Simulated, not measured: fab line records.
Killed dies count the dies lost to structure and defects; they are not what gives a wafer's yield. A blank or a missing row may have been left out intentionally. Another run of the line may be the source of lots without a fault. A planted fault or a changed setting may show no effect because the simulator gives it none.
Comparing a struck lot with a sound one ; flow gf180mcu ; 43 steps out of a route of 602
Sound: these wafers, L872.1, L872.2, L872.6. Wafers struck: L870.1, L870.3, L870.4. At the end, the cause is stated.
At each step with rows: each side's tool, then ch and its chambers, then its first start. Under that, the readings that differ: sound wafers ; struck wafers ; difference of the means ; sigmas: that difference in standard deviations of wafers without a fault.
alike: words and numbers the same on both sides, and readings whose means are apart by under 2 such deviations; not compared: readings that were withheld, readings missing a value for some wafer, numbers with overlapping values and no deviation given by the record, and bounds like >300 which may hide the same value.
Wherever a step has rows on one side only, a row that says differs or no value, or a row with sigmas, the two part there. Numbers that don't overlap but have no deviation are shown without sigmas and don't part them. Lack of a reading on every wafer of one side parts them only where that side has two or more wafers.

first, 5 steps without rows for these wafers: GF_CONTACT_COAT_09 (resist thk 1000 nm); GF_CONTACT_SOFTBAKE_10 (time 60 s); GF_CONTACT_EXPOSE_11 (exposes mask Contact, target cd 220 nm); GF_CONTACT_PEB_12 (peb time 90 s); GF_CONTACT_DEVELOP_13 (develop time 60 s).
GF_CONTACT_CD_MEAS_14 targets a cd of 220 nm.
  struck on cdSem-02, day 20 12:52; sound on cdSem-01, day 20 19:07
  alike: cdNm
GF_CONTACT_OVL_MEAS_15:
  struck on overlay-01, day 20 12:59; sound on overlay-02, day 20 19:14
  alike: CONTACT_OVL
then, 2 steps without rows for these wafers: GF_CONTACT_ETCH_16 (etches BARC in N2/H2); GF_CONTACT_ETCH_17 (etches SiO2 in C4F8/O2/Ar, stops on CoSi2, target depth 860 nm).
GF_CONTACT_STRIP_18: strips in O2/N2.
  sound on plasmaAsher-03 ch 0,1, day 20 19:26; struck on plasmaAsher-03 ch 0,1, day 20 13:11
  alike: drypumpMotorCurrentA, heaterPowerW, oesProductAu
  not compared: rfHoursCounterH
then, 2 steps without rows for these wafers: GF_CONTACT_CLEAN_19 (cleans in SPM); GF_CONTACT_CLEAN_20 (cleans in DIW).
GF_CONTACT_CLEAN_21: cleans in dHF, time 20 s.
  sound on wetBench-01 ch 2, day 20 19:43; struck on wetBench-04 ch 2, day 20 13:28
then, 2 steps without rows for these wafers: GF_CONTACT_SPUTTER_22 (material Ti, target thk 15 nm, time 80.02 s); GF_CONTACT_SPUTTER_23 (material TiN, target thk 10 nm, time 40 s).
GF_CONTACT_CVD_24: deposits W, target thk 300 nm, time 90.339 s.
  sound on cvdW-02 ch 0,1, day 20 19:50; struck on cvdW-01 ch 0,1, day 20 13:35
  alike: heaterPowerW
GF_CONTACT_RS_MEAS_25: measurement is done with a four-point probe.
  struck on filmMetro-03, day 20 13:41; sound on filmMetro-04, day 20 19:56
  alike: CONTACT_W_RS
GF_CONTACT_THK_MEAS_26: measures by xrf.
  struck on filmMetro-03, day 20 13:48; sound on filmMetro-04, day 20 20:03
  alike: CONTACT_W_THK
GF_CONTACT_CMP_27: polishes, stops on SiO2, t overpolish 15 s, target thk 0 nm.
  sound on cmp-01 ch 0,2,3, day 20 20:07; struck on cmp-02 ch 0,2,3, day 20 13:52
  alike: motorCurrentA, overpolishRunS, timeToEndpointS
then, 2 steps without rows for these wafers: GF_M1_SPUTTER_00 (material Ti, target thk 37.5 nm, time 150 s); GF_M1_SPUTTER_01 (material TiN, target thk 30 nm, time 25 s).
GF_M1_SPUTTER_02: material AlCu, target thk 450 nm, time 23.9 s.
  struck on pvdSputter-04, day 20 14:17; sound on pvdSputter-04, day 20 20:32
  alike: cathodeDcPowerW, throttleValvePct
GF_M1_SPUTTER_03: material Ti, target thk 10 nm, time 6.7 s.
  struck on pvdSputter-04, day 20 14:19; sound on pvdSputter-04, day 20 20:34
  alike: cathodeDcPowerW, throttleValvePct
then, 1 step without rows for these wafers: GF_M1_SPUTTER_04 (material TiN, target thk 50 nm, time 41.7 s).
GF_M1_RS_MEAS_05: measurement is done with a four-point probe.
  struck on filmMetro-03, day 20 14:23; sound on filmMetro-01, day 20 20:38
reading;sound;struck;difference;sigmas
M1_ALCU_RS (ohm/sq);0.0698 0.0708 0.0688;0.0685 0.0680 0.0675;-0.0018;-2
GF_M1_THK_MEAS_06: measures by xrf.
  struck on filmMetro-03, day 20 14:30; sound on filmMetro-01, day 20 20:45
  alike: M1_ALCU_THK
then, 7 steps without rows for these wafers: GF_M1_DEHYDRATE_07 (time 60 s); GF_M1_HMDS_08 (prime time 60 s); GF_M1_COAT_09 (resist thk 1000 nm); GF_M1_SOFTBAKE_10 (time 60 s); GF_M1_EXPOSE_11 (exposes mask Metal1, target cd 230 nm); GF_M1_PEB_12 (peb time 90 s); GF_M1_DEVELOP_13 (develop time 60 s).
GF_M1_CD_MEAS_14 targets a cd of 230 nm.
  struck on cdSem-01, day 21 14:05; sound on cdSem-01, day 21 20:46
  alike: cdNm
GF_M1_OVL_MEAS_15:
  struck on overlay-01, day 21 14:13; sound on overlay-01, day 21 20:53
  alike: M1_OVL
then, 5 steps without rows for these wafers: GF_M1_METAL_ETCH_16 (etches the open film in Cl2/BCl3, stops on SiO2, target depth 750.8 nm, time 125.1 s); GF_M1_STRIP_17 (strips in O2/N2); GF_M1_STRIP_18 (strips in post etch residue remover, time 1200 s); GF_M1_CLEAN_19 (cleans in DIW); GF_V1_CVD_00 (deposits SiO2, target thk 600 nm, time 100 s).
GF_V1_THK_MEAS_01:
  struck on filmMetro-02, day 21 15:01; sound on filmMetro-04, day 21 21:47
  alike: V1_CVD_00_THK
then, 1 step without rows for these wafers: GF_V1_CVD_02 (deposits SiO2 from TEOS, target thk 850 nm, time 94.851 s).
-- the record jumps here: 11 days lie between the struck wafers' starts before and after (it left off in module V1 and takes up again in module PASSIVATION, whose first step shown is number 602 of the route) --
GF_PASSIVATION_PROBE_99:
  the record has rows for the struck wafers here (prober-01, day 32 10:27) and none for the sound ones

WHERE THEY PART
First at GF_M1_RS_MEAS_05; last, within this record, at GF_PASSIVATION_PROBE_99.

WHY: what had been put in by the simulator
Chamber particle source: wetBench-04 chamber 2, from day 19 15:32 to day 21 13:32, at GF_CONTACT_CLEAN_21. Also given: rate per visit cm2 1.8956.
